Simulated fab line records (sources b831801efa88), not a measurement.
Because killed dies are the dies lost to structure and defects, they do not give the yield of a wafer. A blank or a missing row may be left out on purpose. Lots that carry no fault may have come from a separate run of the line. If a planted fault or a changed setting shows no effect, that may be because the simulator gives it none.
Which tool was responsible?	flow sky130	6 lots with 18 wafers sampled at 2 steps, on a route of 708 steps

## WHAT THE GAUGES SHOWED, per wafer
SKY_METAL4_CD_MEAS_13 targets a cd of 300 nm.
lot	measured	on	cdNm (nm)
L661	day 42 01:34	cdSem-02	299.6 300.7 300.8
L663	day 42 23:35	cdSem-02	300.7 302.0 301.5
L666	day 43 16:13	cdSem-02	298.6 300.2 299.1
L670	day 44 23:13	cdSem-01	302.5 302.4 300.0
L678	day 46 09:45	cdSem-01	300.4 301.2 301.2
L681	day 48 01:43	cdSem-02	300.7 299.5 298.9

## TOOL THAT RAN EACH LOT (tool first, then ch and the chambers of the sampled wafers, then the start)
lot	SKY_LOCAL_INTERCONNECT_SPUTTER_00
L661	pvdSputter-03, day 29 16:38
L663	pvdSputter-03, day 30 12:32
L666	pvdSputter-02, day 31 11:44
L670	pvdSputter-03, day 32 21:07
L678	pvdSputter-02, day 34 20:26
L681	pvdSputter-03, day 37 00:07
- SKY_LOCAL_INTERCONNECT_SPUTTER_00: material TiN, target thk 100 nm, time 83.3 s.

## THE ANSWER, worked out from the rows above alone
Rule: the lots themselves supply what counts as usual. The widest of any qualifying gaps counts: lots, ordered by their means at a reading, are off when they make up no more than a third of the lots, leave a main group of 4 or more, and stand apart from it by 3 or more times the standard deviation of that group's means. If all means in a main group match to the digits the tables above print for the reading, that group is not used. A lot without any number at a reading at which 4 lots or more have one is off too. The other lots that the step has rows for count as sound.
Across all readings shown, no lot is off: no conclusion can be drawn from this.

## WHAT HAD BEEN PUT IN BY THE SIMULATOR
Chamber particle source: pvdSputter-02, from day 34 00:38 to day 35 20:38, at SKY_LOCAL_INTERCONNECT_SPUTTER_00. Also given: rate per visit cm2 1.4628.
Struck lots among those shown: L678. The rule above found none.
